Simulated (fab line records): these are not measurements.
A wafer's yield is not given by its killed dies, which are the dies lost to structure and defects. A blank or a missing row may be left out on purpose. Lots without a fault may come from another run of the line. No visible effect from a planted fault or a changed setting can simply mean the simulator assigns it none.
fab line records ; flow gf180mcu
record: lots: 6; wafers: 18; lastDay: 33
route steps=602 shown V5@559 TOP_METAL@567
lots that met no fault: taken from a fault-free run of the same line
startH: hours from the record's opening day to when the first of the lot's shown wafers began ; waitH: hours since the lot's step before ; " as in the row above ; L1.1+2: one row covering several wafers at once ; - either no value or no given start ; * or withheld: withheld ; < > ~ a bound
route shown NAME@n: a module of which the file shows steps, and the number in the route of the first ; usual: the fault-free wafers' mean and standard deviation ; same: alike in all rows ; chamber/n: place in a boat ; sites: each site's reading ; _std_site: how widely they spread, as a standard deviation ; _edge_site: mean of outer sites minus mean of inner sites ; radiusMm: how far each site lies from the wafer's centre ; mask NAME#n: copy n ; behind: the most recent tool/chamber to have shaped the wafer ; hold: cause of the lot's hold/its duration in hours/its outcome ; device: whichever transistor did not switch (one of n, p or np) ; end of line: at the end of the route, the tests of the same wafers ; step lacking rows: just its recipe ; killed: dies that structure and defects cost at the first sort, which is not the same as the wafer's yield ; map: the dies of a wafer, with x for killed, . for not killed, _ for no die there
set.NAME: the run value of the setting; set.NAME@STEP: its run value at that earlier step ; model.NAME: the simulator's own value behind a step, which no gauge read
certain route steps with their lots: each step a table, each wafer a row
services: a tool's chamber out of use, with start hour (startH, from the record's first day; less than 0 if before it), hours out, and reason
== steps ==
step: GF_V5_STRIP_19
recipe: chemistry: postEtchResidueRemover; timeS: 1200; tempC: 72.5
step: GF_V5_CLEAN_20
recipe: chemistry: DIW; dry: n2Spin
step: GF_V5_SPUTTER_21
recipe: material: Ti; targetThkNm: 15; chamberPressurePa: 5; powerW: 2500; substrateTempC: 200; timeS: 80.02
usual: cathodeDcPowerW: 2500.0/0.41; chamberPressurePa: 5.000/0.0096; throttleValvePct: 30.4/0.69
lot.wafer;tool;chamber;startH;waitH;cathodeDcPowerW;chamberPressurePa;throttleValvePct
L241.2;pvdSputter-04;-;658.07;0.0;2500.3;4.992;31.4
L241.3;pvdSputter-04;-;658.07;0.0;2500.4;4.999;30.5
L241.5;pvdSputter-04;-;658.07;0.0;2499.9;4.987;31.5
L243.1;pvdSputter-01;-;676.20;0.0;2500.2;4.989;30.4
L243.5;pvdSputter-01;-;676.20;0.0;2500.3;4.999;30.1
L243.6;pvdSputter-01;-;676.20;0.0;2500.7;4.999;30.0
L251.3;pvdSputter-04;-;737.11;0.0;2500.3;4.989;29.8
L251.4;pvdSputter-04;-;737.11;0.0;2500.3;4.987;31.2
L251.5;pvdSputter-04;-;737.11;0.0;2500.2;5.000;31.5
L252.1;pvdSputter-02;-;738.70;0.0;2500.0;5.002;29.1
L252.4;pvdSputter-02;-;738.70;0.0;2500.1;4.990;30.3
L252.6;pvdSputter-02;-;738.70;0.0;2499.9;5.009;31.3
L257.1;pvdSputter-01;-;765.45;0.0;2500.0;5.009;29.8
L257.3;pvdSputter-01;-;765.45;0.0;2500.8;5.007;30.6
L257.4;pvdSputter-01;-;765.45;0.0;2499.6;5.001;31.2
L258.2;pvdSputter-04;-;767.34;0.0;2499.6;5.010;31.0
L258.4;pvdSputter-04;-;767.34;0.0;2500.0;5.011;29.7
L258.6;pvdSputter-04;-;767.34;0.0;2500.0;5.002;29.7
step: GF_V5_SPUTTER_22
recipe: material: TiN; targetThkNm: 10; chamberPressurePa: 5; powerW: 4000; timeS: 40
step: GF_V5_CVD_23
recipe: material: W; targetThkNm: 350; timeS: 104.9; tempC: 400; pressureTorr: 40
usual: heaterPowerW: 919/67
lot.wafer;tool;chamber;startH;waitH;heaterPowerW
L241.2;cvdW-01;0;658.17;0.0;873
L241.3;cvdW-01;0;658.17;0.0;844
L241.5;cvdW-01;0;658.17;0.0;866
L243.1;cvdW-01;1;676.30;0.0;974
L243.5;cvdW-01;0;676.30;0.0;885
L243.6;cvdW-01;1;676.30;0.0;962
L251.3;cvdW-02;0;737.25;0.1;823
L251.4;cvdW-02;1;737.25;0.1;998
L251.5;cvdW-02;1;737.25;0.1;969
L252.1;cvdW-01;1;738.80;0.0;940
L252.4;cvdW-01;1;738.80;0.0;952
L252.6;cvdW-01;1;738.80;0.0;953
L257.1;cvdW-02;0;765.55;0.0;845
L257.3;cvdW-02;1;765.55;0.0;991
L257.4;cvdW-02;0;765.55;0.0;858
L258.2;cvdW-01;0;767.44;0.0;870
L258.4;cvdW-01;1;767.44;0.0;988
L258.6;cvdW-01;0;767.44;0.0;836
step: GF_V5_RS_MEAS_24
recipe: thkMeasGauge: four-point-probe; reads: W_of_V5_CVD_23+TiN_of_V5_SPUTTER_22+Ti_of_V5_SPUTTER_21
usual: V5_W_RS: 0.327/0.004
lot.wafer;tool;chamber;startH;waitH;V5_W_RS[ohm/sq]
L241.2;filmMetro-01;-;658.30;0.1;0.327
L241.3;filmMetro-01;-;658.30;0.1;0.330
L241.5;filmMetro-01;-;658.30;0.1;0.329
L243.1;filmMetro-01;-;676.41;0.1;0.322
L243.5;filmMetro-01;-;676.41;0.1;0.329
L243.6;filmMetro-01;-;676.41;0.1;0.318
L251.3;filmMetro-01;-;737.36;0.1;0.332
L251.4;filmMetro-01;-;737.36;0.1;0.327
L251.5;filmMetro-01;-;737.36;0.1;0.328
L252.1;filmMetro-03;-;738.91;0.1;0.324
L252.4;filmMetro-03;-;738.91;0.1;0.324
L252.6;filmMetro-03;-;738.91;0.1;0.323
L257.1;filmMetro-02;-;765.66;0.1;0.335
L257.3;filmMetro-02;-;765.66;0.1;0.329
L257.4;filmMetro-02;-;765.66;0.1;0.327
L258.2;filmMetro-03;-;767.57;0.1;0.326
L258.4;filmMetro-03;-;767.57;0.1;0.327
L258.6;filmMetro-03;-;767.57;0.1;0.324
step: GF_V5_THK_MEAS_25
recipe: thkMeasGauge: xrf; reads: W_of_V5_CVD_23
usual: V5_W_THK: 346/6.8
lot.wafer;tool;chamber;startH;waitH;V5_W_THK[nm]
L241.2;filmMetro-01;-;658.41;0.1;346
L241.3;filmMetro-01;-;658.41;0.1;342
L241.5;filmMetro-01;-;658.41;0.1;343
L243.1;filmMetro-01;-;676.53;0.1;351
L243.5;filmMetro-01;-;676.53;0.1;344
L243.6;filmMetro-01;-;676.53;0.1;356
L251.3;filmMetro-01;-;737.46;0.1;340
L251.4;filmMetro-01;-;737.46;0.1;344
L251.5;filmMetro-01;-;737.46;0.1;344
L252.1;filmMetro-03;-;739.03;0.1;357
L252.4;filmMetro-03;-;739.03;0.1;355
L252.6;filmMetro-03;-;739.03;0.1;360
L257.1;filmMetro-02;-;765.78;0.1;326
L257.3;filmMetro-02;-;765.78;0.1;334
L257.4;filmMetro-02;-;765.78;0.1;334
L258.2;filmMetro-03;-;767.68;0.1;352
L258.4;filmMetro-03;-;767.68;0.1;352
L258.6;filmMetro-03;-;767.68;0.1;350
step: GF_V5_CMP_26
recipe: stopOn: SiO2; downForcePsi: 3.5; platenRpm: 60; tOverpolishS: 15; targetThkNm: 0; padVelocityMS: 0.94248
usual: motorCurrentA: 11.4/1.1; overpolishRunS: 15.000/0.01; timeToEndpointS: 84/4.9
same: tOverpolishS: 15
lot.wafer;tool;chamber;startH;waitH;motorCurrentA;overpolishRunS;timeToEndpointS
L241.2;cmp-01;3;658.51;0.1;12.4;14.990;89
L241.3;cmp-01;1;658.51;0.1;9.0;14.995;89
L241.5;cmp-01;2;658.51;0.1;10.3;15.005;81
L243.1;cmp-02;1;676.69;0.1;10.8;15.002;86
L243.5;cmp-02;3;676.69;0.1;12.0;14.995;84
L243.6;cmp-02;0;676.69;0.1;11.5;14.993;82
L251.4;cmp-02;2;737.50;0.0;12.4;15.009;82
L251.3;cmp-02;1;737.50;0.0;11.6;14.986;84
L251.5;cmp-02;3;737.50;0.0;11.9;14.986;86
L252.1;cmp-01;1;739.14;0.1;9.4;14.997;95
L252.4;cmp-01;3;739.14;0.1;12.6;15.007;92
L252.6;cmp-01;1;739.14;0.1;9.3;14.999;96
L257.4;cmp-02;3;765.89;0.1;12.1;14.997;86
L257.3;cmp-02;0;765.89;0.1;11.9;14.984;79
L257.1;cmp-02;1;765.89;0.1;11.4;14.994;83
L258.4;cmp-02;1;767.73;0.0;10.7;14.982;86
L258.2;cmp-02;3;767.73;0.0;11.9;15.015;84
L258.6;cmp-02;2;767.73;0.0;12.5;15.006;82
step: GF_TOP_METAL_SPUTTER_00
recipe: material: Ti; targetThkNm: 37.5; arrivingIonEnergyEv: 80; substrateTempC: 200; chamberPressurePa: 2; powerW: 4000; timeS: 150
usual: cathodeDcPowerW: 4000.0/0.69; chamberPressurePa: 2.000/0.0039; throttleValvePct: 30.2/0.86
lot.wafer;tool;chamber;startH;waitH;cathodeDcPowerW;chamberPressurePa;throttleValvePct
L241.2;pvdSputter-02;-;658.78;0.2;4000.3;1.996;30.2
L241.3;pvdSputter-02;-;658.78;0.2;4000.4;1.998;30.3
L241.5;pvdSputter-02;-;658.78;0.2;4000.1;2.000;30.1
L243.1;pvdSputter-01;-;676.89;0.1;4001.0;2.000;30.5
L243.5;pvdSputter-01;-;676.89;0.1;3999.6;2.000;30.7
L243.6;pvdSputter-01;-;676.89;0.1;3999.2;2.003;31.2
L251.3;pvdSputter-01;-;737.80;0.1;4000.1;2.009;29.7
L251.4;pvdSputter-01;-;737.80;0.1;3999.6;2.006;30.5
L251.5;pvdSputter-01;-;737.80;0.1;3999.9;2.003;29.7
L252.1;pvdSputter-03;-;739.39;0.2;4000.7;2.000;28.0
L252.4;pvdSputter-03;-;739.39;0.2;4000.8;1.999;30.8
L252.6;pvdSputter-03;-;739.39;0.2;4000.9;1.999;30.4
L257.1;pvdSputter-01;-;766.14;0.1;3999.8;1.999;31.2
L257.3;pvdSputter-01;-;766.14;0.1;3999.1;1.992;30.6
L257.4;pvdSputter-01;-;766.14;0.1;3999.6;2.002;29.8
L258.2;pvdSputter-03;-;768.03;0.1;3999.5;2.001;29.4
L258.4;pvdSputter-03;-;768.03;0.1;3999.9;2.000;28.3
L258.6;pvdSputter-03;-;768.03;0.1;4000.6;2.001;30.5
step: GF_TOP_METAL_SPUTTER_01
recipe: material: TiN; targetThkNm: 30; powerW: 6500; timeS: 25; chamberPressurePa: 0.4
step: GF_TOP_METAL_SPUTTER_02
recipe: material: AlCu; targetThkNm: 900; powerW: 10600; chamberPressurePa: 0.3; substrateTempC: 250; gas: Ar; timeS: 47.82
step: GF_TOP_METAL_SPUTTER_03
recipe: material: Ti; targetThkNm: 5; substrateTempC: 300; chamberPressurePa: 0.3; powerW: 3000; timeS: 3.3
usual: cathodeDcPowerW: 2999.9/0.56; chamberPressurePa: 0.3001/0.00055; throttleValvePct: 30.2/0.85
lot.wafer;tool;chamber;startH;waitH;cathodeDcPowerW;chamberPressurePa;throttleValvePct
L241.2;pvdSputter-02;-;658.96;0.0;3000.7;0.3013;30.1
L241.3;pvdSputter-02;-;658.96;0.0;3000.6;0.2994;30.3
L241.5;pvdSputter-02;-;658.96;0.0;2999.7;0.3004;30.2
L243.1;pvdSputter-01;-;677.07;0.0;2999.5;0.2994;30.1
L243.5;pvdSputter-01;-;677.07;0.0;3000.0;0.3004;30.6
L243.6;pvdSputter-01;-;677.07;0.0;3000.8;0.3001;31.1
L251.3;pvdSputter-01;-;737.97;0.0;3000.0;0.2991;29.6
L251.4;pvdSputter-01;-;737.97;0.0;3000.8;0.3005;30.9
L251.5;pvdSputter-01;-;737.97;0.0;3000.0;0.3002;29.9
L252.1;pvdSputter-03;-;739.57;0.0;3000.8;0.3001;28.7
L252.4;pvdSputter-03;-;739.57;0.0;2999.7;0.3007;30.4
L252.6;pvdSputter-03;-;739.57;0.0;3000.2;0.3009;30.6
L257.1;pvdSputter-01;-;766.32;0.0;3000.1;0.3009;31.2
L257.3;pvdSputter-01;-;766.32;0.0;2999.2;0.2993;30.5
L257.4;pvdSputter-01;-;766.32;0.0;3000.3;0.3007;29.8
L258.2;pvdSputter-03;-;768.20;0.0;2999.9;0.2996;29.7
L258.4;pvdSputter-03;-;768.20;0.0;2999.2;0.2999;28.5
L258.6;pvdSputter-03;-;768.20;0.0;2999.3;0.3001;30.5
step: GF_TOP_METAL_SPUTTER_04
recipe: material: TiN; targetThkNm: 25; powerW: 6500; timeS: 20.8; chamberPressurePa: 0.4
usual: cathodeDcPowerW: 6499.8/1.1; chamberPressurePa: 0.4000/0.00073; throttleValvePct: 30.2/0.85
lot.wafer;tool;chamber;startH;waitH;cathodeDcPowerW;chamberPressurePa;throttleValvePct
L241.2;pvdSputter-02;-;658.97;0.0;6498.2;0.4000;30.2
L241.3;pvdSputter-02;-;658.97;0.0;6498.7;0.3987;30.3
L241.5;pvdSputter-02;-;658.97;0.0;6502.6;0.3993;30.1
L243.1;pvdSputter-01;-;677.09;0.0;6499.8;0.4006;30.3
L243.5;pvdSputter-01;-;677.09;0.0;6499.7;0.4008;30.4
L243.6;pvdSputter-01;-;677.09;0.0;6498.5;0.4008;31.1
L251.3;pvdSputter-01;-;737.99;0.0;-;-;-
L251.4;pvdSputter-01;-;737.99;0.0;-;-;-
L251.5;pvdSputter-01;-;737.99;0.0;-;-;-
L252.1;pvdSputter-03;-;739.58;0.0;-;-;-
L252.4;pvdSputter-03;-;739.58;0.0;-;-;-
L252.6;pvdSputter-03;-;739.58;0.0;-;-;-
L257.1;pvdSputter-01;-;766.33;0.0;6498.0;0.4002;30.9
L257.3;pvdSputter-01;-;766.33;0.0;6499.4;0.4000;30.4
L257.4;pvdSputter-01;-;766.33;0.0;6500.1;0.4004;29.7
L258.2;pvdSputter-03;-;768.22;0.0;6499.7;0.3999;29.7
L258.4;pvdSputter-03;-;768.22;0.0;6498.8;0.3998;28.3
L258.6;pvdSputter-03;-;768.22;0.0;6499.4;0.4003;30.5
step: GF_TOP_METAL_THK_MEAS_06
recipe: thkMeasGauge: xrf; reads: AlCu_of_TOP_METAL_SPUTTER_02
usual: TOP_METAL_ALCU_THK: 908/15
lot.wafer;tool;chamber;startH;waitH;TOP_METAL_ALCU_THK[nm]
L241.2;filmMetro-02;-;659.13;0.1;897
L241.3;filmMetro-02;-;659.13;0.1;892
L241.5;filmMetro-02;-;659.13;0.1;895
L243.1;filmMetro-04;-;677.23;0.1;918
L243.5;filmMetro-04;-;677.23;0.1;901
L243.6;filmMetro-04;-;677.23;0.1;895
L251.3;filmMetro-02;-;738.16;0.1;959
L251.4;filmMetro-02;-;738.16;0.1;954
L251.5;filmMetro-02;-;738.16;0.1;960
L252.1;filmMetro-03;-;739.73;0.1;961
L252.4;filmMetro-03;-;739.73;0.1;965
L252.6;filmMetro-03;-;739.73;0.1;974
L257.1;filmMetro-03;-;766.48;0.1;897
L257.3;filmMetro-03;-;766.48;0.1;916
L257.4;filmMetro-03;-;766.48;0.1;931
L258.2;filmMetro-04;-;768.38;0.1;875
L258.4;filmMetro-04;-;768.38;0.1;873
L258.6;filmMetro-04;-;768.38;0.1;888
step: GF_TOP_METAL_DEHYDRATE_07
recipe: tempC: 200; timeS: 60
== services ==
tool;chamber;startH;hours;kind
cmp-01;-;637.64;6.8;pm
cmp-02;-;644.45;3.6;pm
pvdSputter-01;-;653.95;1.1;repair
pvdSputter-04;0;664.18;-;consumableReplace:kit
pvdSputter-04;0;664.18;18.0;scheduledDown
pvdSputter-04;0;664.18;18.0;ventCycle
pvdSputter-04;-;684.66;3.7;repair
pvdSputter-02;-;691.37;23.9;repair
pvdSputter-03;0;709.37;-;consumableReplace:kit
pvdSputter-03;0;709.37;18.0;scheduledDown
pvdSputter-03;0;709.37;18.0;ventCycle
cvdW-01;-;719.88;0.6;repair
cmp-01;-;720.10;2.1;repair
pvdSputter-01;1;738.02;-;consumableReplace:kit
pvdSputter-01;1;738.02;18.0;scheduledDown
pvdSputter-01;1;738.02;18.0;ventCycle
cmp-01;-;744.07;4.0;pm
cmp-01;-;748.07;-;consumableReplace:conditioner
cmp-01;-;748.07;-;consumableReplace:pad
== key ==
firstSign: step: GF_TOP_METAL_SPUTTER_04; reading: toolRecord; direction: missing
effect: step: GF_TOP_METAL_THK_MEAS_06; reading: TOP_METAL_ALCU_THK; direction: up; sigmas: 3.5; usual: 908; struck: 962
metAt GF_TOP_METAL_SPUTTER_04
struckWafers L251.3,L251.4,L251.5,L252.1,L252.4,L252.6
laterRowsLeftOut L251.3,L251.4,L251.5,L252.1,L252.4,L252.6
sortLeftOut L251.3,L251.4,L251.5,L252.1,L252.4,L252.6
onsetBetween 677.09 737.99
fault: kind: skippedStepWhole; tool: pvdSputter-01,pvdSputter-03; chamber: -; onsetH: 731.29; steps: GF_TOP_METAL_SPUTTER_04; scope: struckLotsOnly
sortLeftOut: the simulated sort isn't trusted on such a fault, so these wafers' sort isn't shown, and their yield isn't known
laterRowsLeftOut: the simulator's readings of these wafers behind a module that went badly wrong aren't trusted and aren't shown, but for the sort
